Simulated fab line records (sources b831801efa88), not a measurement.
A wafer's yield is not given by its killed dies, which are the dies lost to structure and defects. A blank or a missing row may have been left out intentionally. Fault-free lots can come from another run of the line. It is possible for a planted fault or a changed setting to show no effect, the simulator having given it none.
Check for tools in common / flow sky130 / Lots sampled 13, wafers sampled 39

## REASON FOR OPENING
At SKY_LI_CONTACT_CD_MEAS_12 the reading cd nm is flagged on 1 of 13 lots. Fault-free wafers read 169.7 nm, with a standard deviation of 1.4.
Rule: flag the lot when none of its wafers has a number, or when each of its wafers that has one lies beyond 4 standard deviations from that mean. The rest of the lots are taken to be sound.

lot=L256; measured=day 28 20:40; on=cd sem-02; cd nm (nm), wafer by wafer=168.7 169.0 168.7; flag=
lot=L258; measured=day 29 22:43; on=cd sem-01; cd nm (nm), wafer by wafer=170.8 170.7 170.6; flag=
lot=L259; measured=day 30 03:27; on=cd sem-01; cd nm (nm), wafer by wafer=169.6 169.0 169.1; flag=
lot=L260; measured=day 30 17:28; on=cd sem-02; cd nm (nm), wafer by wafer=170.8 168.3 170.3; flag=
lot=L261; measured=day 31 01:19; on=cd sem-02; cd nm (nm), wafer by wafer=168.1 166.7 168.0; flag=
lot=L263; measured=day 31 11:25; on=cd sem-01; cd nm (nm), wafer by wafer=170.9 171.5 169.3; flag=
lot=L265; measured=day 32 11:24; on=cd sem-02; cd nm (nm), wafer by wafer=168.6 170.0 167.7; flag=
lot=L267; measured=day 33 03:28; on=cd sem-01; cd nm (nm), wafer by wafer=168.2 169.4 168.8; flag=
lot=L268; measured=day 33 05:13; on=cd sem-02; cd nm (nm), wafer by wafer=149.0 149.6 148.9; flag=FLAGGED
lot=L275; measured=day 35 07:55; on=cd sem-02; cd nm (nm), wafer by wafer=170.2 168.8 170.9; flag=
lot=L277; measured=day 35 18:20; on=cd sem-01; cd nm (nm), wafer by wafer=169.7 168.8 168.6; flag=
lot=L278; measured=day 36 04:42; on=cd sem-02; cd nm (nm), wafer by wafer=170.5 171.1 171.6; flag=
lot=L279; measured=day 36 10:27; on=cd sem-01; cd nm (nm), wafer by wafer=168.2 170.6 169.6; flag=
On average the flagged lots' numbers are 149.2 nm, which is -20.5 nm against the usual, or -15 standard deviations.

## TOOL THAT RAN EACH LOT
The record keeps 1 process step preceding the reading, out of 708 steps on the route. In each cell: the tool, then ch and the chambers that the sampled wafers went through, then the start.
lot=L256; flag=; SKY_LI_CONTACT_EXPOSE_09=krf scanner-01 ch 0, day 28 07:08
lot=L258; flag=; SKY_LI_CONTACT_EXPOSE_09=krf scanner-02 ch 0, day 29 09:10
lot=L259; flag=; SKY_LI_CONTACT_EXPOSE_09=krf scanner-02 ch 0, day 29 13:47
lot=L260; flag=; SKY_LI_CONTACT_EXPOSE_09=krf scanner-02 ch 0, day 30 03:05
lot=L261; flag=; SKY_LI_CONTACT_EXPOSE_09=krf scanner-02 ch 0, day 30 12:19
lot=L263; flag=; SKY_LI_CONTACT_EXPOSE_09=krf scanner-02 ch 0, day 30 21:31
lot=L265; flag=; SKY_LI_CONTACT_EXPOSE_09=krf scanner-01 ch 0, day 31 23:01
lot=L267; flag=; SKY_LI_CONTACT_EXPOSE_09=krf scanner-01 ch 0, day 32 14:11
lot=L268; flag=FLAGGED; SKY_LI_CONTACT_EXPOSE_09=krf scanner-01 ch 0, day 32 15:46
lot=L275; flag=; SKY_LI_CONTACT_EXPOSE_09=krf scanner-01 ch 0, day 34 18:44
lot=L277; flag=; SKY_LI_CONTACT_EXPOSE_09=krf scanner-02 ch 0, day 35 05:23
lot=L278; flag=; SKY_LI_CONTACT_EXPOSE_09=krf scanner-01 ch 0, day 35 16:01
lot=L279; flag=; SKY_LI_CONTACT_EXPOSE_09=krf scanner-02 ch 0, day 35 21:37
These steps, and what they do:
- SKY_LI_CONTACT_EXPOSE_09: exposes mask LICM1, target cd 170 nm.
- SKY_LI_CONTACT_CD_MEAS_12: target cd 170 nm.

## FLAGGED AGAINST TOTAL, ONE TOOL AT A TIME (gauges that did the reading follow at the end)
step=SKY_LI_CONTACT_EXPOSE_09; tool=krf scanner-01; lots run=6; flagged=1; share of the flagged lots=all; sound lots run after its first flagged lot=2 (L275,L278)
step=SKY_LI_CONTACT_EXPOSE_09; tool=krf scanner-02; lots run=7; flagged=0; share of the flagged lots=none; sound lots run after its first flagged lot=-
step=SKY_LI_CONTACT_CD_MEAS_12; tool=cd sem-01; lots run=6; flagged=0; share of the flagged lots=none; sound lots run after its first flagged lot=-
step=SKY_LI_CONTACT_CD_MEAS_12; tool=cd sem-02; lots run=7; flagged=1; share of the flagged lots=all; sound lots run after its first flagged lot=2 (L275,L278)

## WHAT THE TABLE PERMITS
In 2 table rows, all flagged lots were run: krf scanner-01 (SKY_LI_CONTACT_EXPOSE_09), cd sem-02 (SKY_LI_CONTACT_CD_MEAS_12).
- krf scanner-01 at SKY_LI_CONTACT_EXPOSE_09 ran 6 lots, 1 of them flagged. Sound lots followed the first flagged one (L275, L278) on it, something a lasting fault affecting the whole tool could not allow.
- cd sem-02 at SKY_LI_CONTACT_CD_MEAS_12 ran 7 lots, 1 of them flagged. Sound lots followed the first flagged one (L275, L278) on it, something a lasting fault affecting the whole tool could not allow.
None of the table's rows ran every flagged lot and, after the first, no sound lot.

## WHAT THE SIMULATOR PUT IN
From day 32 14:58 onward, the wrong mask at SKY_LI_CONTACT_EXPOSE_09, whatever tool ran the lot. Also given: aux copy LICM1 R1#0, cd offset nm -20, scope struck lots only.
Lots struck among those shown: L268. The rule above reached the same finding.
